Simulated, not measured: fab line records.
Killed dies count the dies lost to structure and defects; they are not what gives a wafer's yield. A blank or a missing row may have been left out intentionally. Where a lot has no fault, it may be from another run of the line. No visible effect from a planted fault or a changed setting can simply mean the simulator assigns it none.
Chamber matching    flow sky130    cmp-02 running SKY_VIA2_CMP_24: 4 sister chambers
The step polishes, stops on SiO2, t overpolish 20 s, target thk 0 nm. 4 wafers are shown with their chamber, then 6 later ones without.

== WAFERS WITH THEIR CHAMBER ==
wafer   chamber  time-to-endpoint-s (s)
L870.3  1        96
L870.4  2        100
L871.2  0        97
L871.6  3        102

== WAFERS WITHOUT THEIR CHAMBER ==
wafer   time-to-endpoint-s (s)
L875.1  103
L875.3  100
L875.4  100
L877.1  100
L877.3  99
L877.5  101

== WHICH CHAMBER EACH WENT THROUGH ==
wafer    from the rows above       in truth
L875.1   3                         3
L875.3   2                         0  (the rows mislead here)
L875.4   2                         2
L877.1   2                         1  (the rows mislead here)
L877.3   can't be placed: 2 or 0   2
L877.5   can't be placed: 2 or 3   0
Correctly placed: 2 of 6. These rows do not allow placing 2 (true chamber among the candidates in 1). Placed wrongly: 2.
How it was worked out, from the rows above alone: a wafer's distance from a chamber is the root of the sum, over the readings, of the square of ((its reading less the chamber's mean) divided by the reading's scatter). The wafer belongs to the nearest chamber; if the next one is less than 2 further off, it can't be placed. For every chamber, the mean is computed from those of its wafers that are shown. The scatter (one wafer shown for each chamber): square how far every hidden wafer sits from the nearest shown wafer, average those squares and take the square root.
